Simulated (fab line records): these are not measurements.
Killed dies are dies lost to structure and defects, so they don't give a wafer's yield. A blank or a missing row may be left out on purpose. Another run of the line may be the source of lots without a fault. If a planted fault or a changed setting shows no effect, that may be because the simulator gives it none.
The tool behind it: which one? + flow gf180mcu + Sampling: 13 lots, 39 wafers, 5 of 602 route steps

## WHAT THE GAUGES READ, wafer by wafer
GF_NSD_CD_MEAS_07: the cd target is 400 nm.
| lot  | measured     | on        | cd-nm (nm)        |
|------|--------------|-----------|-------------------|
| L132 | day 13 05:44 | cd-sem-02 | 400.7 399.6 401.2 |
| L133 | day 13 14:46 | cd-sem-01 | 402.6 401.5 402.1 |
| L134 | day 14 04:17 | cd-sem-01 | 396.2 395.3 395.9 |
| L138 | day 15 11:17 | cd-sem-02 | 399.9 398.0 399.8 |
| L139 | day 16 01:52 | cd-sem-01 | 396.7 396.6 397.3 |
| L140 | day 16 17:56 | cd-sem-02 | 396.9 399.1 398.3 |
| L145 | day 18 11:05 | cd-sem-02 | 399.0 397.0 395.9 |
| L146 | day 19 07:23 | cd-sem-02 | 399.7 400.2 398.5 |
| L148 | day 20 01:20 | cd-sem-01 | 399.6 399.4 398.0 |
| L150 | day 20 08:26 | cd-sem-02 | 401.2 399.2 400.2 |
| L153 | day 20 22:14 | cd-sem-02 | 403.0 401.7 402.4 |
| L152 | day 21 00:07 | cd-sem-01 | 405.5 404.0 403.5 |
| L154 | day 21 14:55 | cd-sem-02 | 403.4 402.7 402.7 |

GF_PSD_RS_MEAS_14: measurement is done with a four-point probe.
| lot  | measured     | on            | NSD_RS (ohm/sq)   |
|------|--------------|---------------|-------------------|
| L132 | day 14 02:11 | film-metro-01 | 46.22 46.16 46.15 |
| L133 | day 14 11:55 | film-metro-01 | 46.30 46.20 46.22 |
| L134 | day 15 01:54 | film-metro-03 | 46.23 46.27 46.32 |
| L138 | day 16 08:50 | film-metro-03 | 46.17 46.19 46.17 |
| L139 | day 17 01:04 | film-metro-01 | 45.57 45.55 45.52 |
| L140 | day 17 17:38 | film-metro-01 | 45.40 45.47 45.57 |
| L145 | day 19 12:37 | film-metro-03 | 46.35 46.21 46.24 |
| L146 | day 20 08:23 | film-metro-03 | 46.18 46.07 46.10 |
| L148 | day 21 01:59 | film-metro-01 | 46.09 46.19 46.13 |
| L150 | day 21 09:08 | film-metro-02 | 46.14 46.08 46.14 |
| L153 | day 21 22:11 | film-metro-02 | 46.24 46.26 46.19 |
| L152 | day 22 00:40 | film-metro-01 | 46.16 46.20 46.11 |
| L154 | day 22 15:16 | film-metro-01 | 46.07 46.06 45.95 |

GF_PSD_RS_MEAS_15: measurement is done with a four-point probe.
| lot  | measured     | on            | PSD_RS (ohm/sq)   |
|------|--------------|---------------|-------------------|
| L132 | day 14 02:18 | film-metro-01 | 108.6 108.3 108.2 |
| L133 | day 14 12:02 | film-metro-01 | 109.0 108.9 109.2 |
| L134 | day 15 02:01 | film-metro-03 | 108.6 108.7 108.6 |
| L138 | day 16 08:57 | film-metro-03 | 108.7 108.8 108.8 |
| L139 | day 17 01:11 | film-metro-01 | 106.7 106.9 106.8 |
| L140 | day 17 17:45 | film-metro-01 | 106.5 106.9 106.7 |
| L145 | day 19 12:44 | film-metro-03 | 109.5 109.4 109.2 |
| L146 | day 20 08:31 | film-metro-03 | 108.6 108.6 108.6 |
| L148 | day 21 02:07 | film-metro-01 | 108.4 108.6 108.4 |
| L150 | day 21 09:16 | film-metro-02 | 108.4 108.6 108.7 |
| L153 | day 21 22:18 | film-metro-02 | 108.6 108.9 108.9 |
| L152 | day 22 00:47 | film-metro-01 | 108.5 108.9 108.7 |
| L154 | day 22 15:23 | film-metro-01 | 108.1 108.0 108.0 |

GF_SAB_CD_MEAS_09: the cd target is 420 nm.
| lot  | measured     | on        | cd-nm (nm)        |
|------|--------------|-----------|-------------------|
| L132 | day 14 23:26 | cd-sem-01 | 420.9 424.6 424.8 |
| L133 | day 15 09:28 | cd-sem-01 | 421.0 420.0 419.6 |
| L134 | day 15 23:08 | cd-sem-02 | 419.0 419.2 418.0 |
| L138 | day 17 07:08 | cd-sem-02 | 418.2 419.5 416.3 |
| L139 | day 17 23:58 | cd-sem-01 | 420.8 422.2 419.8 |
| L140 | day 18 16:02 | cd-sem-01 | 421.7 424.0 424.3 |
| L145 | day 20 13:02 | cd-sem-01 | 421.5 420.8 422.2 |
| L146 | day 21 08:14 | cd-sem-02 | 419.2 423.0 420.0 |
| L148 | day 22 02:02 | cd-sem-01 | 420.5 422.3 419.7 |
| L150 | day 22 08:41 | cd-sem-02 | 419.7 419.5 418.1 |
| L153 | day 22 21:14 | cd-sem-01 | 418.9 421.2 420.8 |
| L152 | day 23 00:25 | cd-sem-01 | 419.8 421.1 419.9 |
| L154 | day 23 14:22 | cd-sem-02 | 416.8 419.1 418.8 |

## TOOL THAT RAN EACH LOT (tool first, then ch and the chambers of the sampled wafers, then the start)
| lot  | GF_PSD_RTA_13                    |
|------|----------------------------------|
| L132 | rtp-anneal-02 ch 0, day 14 02:05 |
| L133 | rtp-anneal-01 ch 0, day 14 11:50 |
| L134 | rtp-anneal-02 ch 0, day 15 01:49 |
| L138 | rtp-anneal-01 ch 0, day 16 08:44 |
| L139 | rtp-anneal-02 ch 0, day 17 00:59 |
| L140 | rtp-anneal-02 ch 0, day 17 17:32 |
| L145 | rtp-anneal-01 ch 0, day 19 12:31 |
| L146 | rtp-anneal-02 ch 0, day 20 08:18 |
| L148 | rtp-anneal-02 ch 0, day 21 01:54 |
| L150 | rtp-anneal-02 ch 0, day 21 09:03 |
| L153 | rtp-anneal-02 ch 0, day 21 22:05 |
| L152 | rtp-anneal-02 ch 0, day 22 00:34 |
| L154 | rtp-anneal-02 ch 0, day 22 15:10 |
- GF_PSD_RTA_13: time 20 s.

## AS READ BY THE TOOLS THEMSELVES (means over the sampled wafers that have a number; for cases with no such wafer, the mark the record gives instead)
GF_PSD_RTA_13.
| lot  | tool          | lamp-power-pct (%) | run-length-s (s) | wafer_temp_C_max |
|------|---------------|--------------------|------------------|------------------|
| L132 | rtp-anneal-02 | 31.3               | 49.09            | 1028.3           |
| L133 | rtp-anneal-01 | 36.4               | 48.88            | 1028.4           |
| L134 | rtp-anneal-02 | 31.3               | 49.17            | 1028.2           |
| L138 | rtp-anneal-01 | 36.3               | 48.96            | 1028.2           |
| L139 | rtp-anneal-02 | 31.3               | 51.93            | 1028.2           |
| L140 | rtp-anneal-02 | 31.3               | 52.08            | 1028.5           |
| L145 | rtp-anneal-01 | 36.4               | 48.96            | 1027.9           |
| L146 | rtp-anneal-02 | 31.3               | 49.14            | 1029.0           |
| L148 | rtp-anneal-02 | 31.3               | 49.02            | 1028.4           |
| L150 | rtp-anneal-02 | 31.3               | 49.19            | 1028.8           |
| L153 | rtp-anneal-02 | 31.3               | 49.15            | 1028.4           |
| L152 | rtp-anneal-02 | 31.3               | 49.05            | 1028.7           |
| L154 | rtp-anneal-02 | 31.3               | 49.03            | 1028.4           |

## THE ANSWER, worked out from the rows above alone
Rule: what is usual is taken from the lots themselves. Put in order of their means at a reading, lots are off if they are a third of the lots or fewer, leave a main group of 4 or more, and stand apart from it by a gap of 3 or more times the standard deviation of the main group's means; of several such gaps the widest counts. The tables above print the reading to a certain number of digits; a main group whose means all agree to those digits is not used. A lot without any number at a reading at which 4 lots or more have one is off too. All remaining lots with rows at the step are treated as sound. Order of review: gauges by route order, followed by the tools' own readings, for which a lot's mean as printed above is used. At the first step where some lot is off, the reading lying furthest off is the one used; lots without a number count as furthest.
Off: L139, L140, seen at GF_PSD_RS_MEAS_14 (NSD_RS). For the main group the mean is 46.17 ohm/sq and the standard deviation 0.071.
A tool fits if, at a process step before that reading, it ran every lot that is off, and no sound lot after the first of them. The gauges at GF_PSD_RS_MEAS_14 aren't tried: what is off there is off at GF_PSD_RTA_13 too, on other tools, and a gauge's error can't cause that. Not one of the candidates tried fits.

## WHAT THE SIMULATOR PUT IN
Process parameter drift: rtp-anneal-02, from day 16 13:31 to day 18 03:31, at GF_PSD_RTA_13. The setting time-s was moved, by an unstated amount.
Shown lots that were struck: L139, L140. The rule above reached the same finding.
